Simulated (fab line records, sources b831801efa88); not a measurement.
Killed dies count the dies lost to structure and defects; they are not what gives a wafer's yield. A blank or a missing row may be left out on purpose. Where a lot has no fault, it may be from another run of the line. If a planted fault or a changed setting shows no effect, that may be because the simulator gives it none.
The same fault as seen by 2 desks || flow gf180mcu || each desk has only its own numbers; what lay behind them comes last

THE TOOL OWNER'S DESK: litho track-04
The tool's own readings at GF_V4_PEB_12 (peb time 90 s): means of the sampled wafers that have a number, for each lot that ran on this tool. Any lot whose mean is over 4 standard deviations away from the usual mean is out of limits and marked OUT; that distance is given in the brackets.
Columns: A = chill plate temp C at GF_V4_PEB_12, usual 22.98 C; B = exhaust pa at GF_V4_PEB_12, usual 45.1 Pa
{"lot": "L683", "first seen here": "day 25 12:44", "A": 22.93, "B": 44.3}
{"lot": "L697", "first seen here": "day 30 02:51", "A": 22.77, "B": 46.6}
{"lot": "L700", "first seen here": "day 30 19:54", "A": 23.06, "B": 45.6}
{"lot": "L701", "first seen here": "day 31 02:39", "A": 22.96, "B": 44.4}
{"lot": "L702", "first seen here": "day 31 04:53", "A": 22.87, "B": 45.7}
This desk found nothing out of limits on any of the 5 lots.

AT THE METROLOGY DESK
What the gauges read for every lot (on any tool): the sampled wafers with a number, averaged. Any lot whose mean is over 4 standard deviations away from the usual mean is out of limits and marked OUT; that distance is given in the brackets.
Columns: A = cd nm at GF_M4_CD_MEAS_14, usual 280.5 nm
{"lot": "L680", "first seen here": "day 23 18:07", "A": 277.9}
{"lot": "L681", "first seen here": "day 23 22:37", "A": 280.9}
{"lot": "L683", "first seen here": "day 24 14:10", "A": 281.8}
{"lot": "L690", "first seen here": "day 26 23:36", "A": 279.4}
{"lot": "L691", "first seen here": "day 27 08:12", "A": 280.5}
{"lot": "L694", "first seen here": "day 28 05:53", "A": 278.6}
{"lot": "L696", "first seen here": "day 28 19:19", "A": 280.4}
{"lot": "L697", "first seen here": "day 29 06:48", "A": 282.9}
{"lot": "L698", "first seen here": "day 29 10:10", "A": 281.5}
{"lot": "L699", "first seen here": "day 29 18:06", "A": 281.0}
{"lot": "L700", "first seen here": "day 30 00:27", "A": 280.7}
{"lot": "L701", "first seen here": "day 30 07:16", "A": 282.2}
{"lot": "L702", "first seen here": "day 30 10:04", "A": 282.1}
{"lot": "L703", "first seen here": "day 30 18:03", "A": 281.0}
This desk found nothing out of limits on any of the 14 lots.

PUT TOGETHER
The tool owner's desk saw nothing out of limits.
At the metrology desk, nothing out of limits was observed.

WHAT THE SIMULATOR PUT IN
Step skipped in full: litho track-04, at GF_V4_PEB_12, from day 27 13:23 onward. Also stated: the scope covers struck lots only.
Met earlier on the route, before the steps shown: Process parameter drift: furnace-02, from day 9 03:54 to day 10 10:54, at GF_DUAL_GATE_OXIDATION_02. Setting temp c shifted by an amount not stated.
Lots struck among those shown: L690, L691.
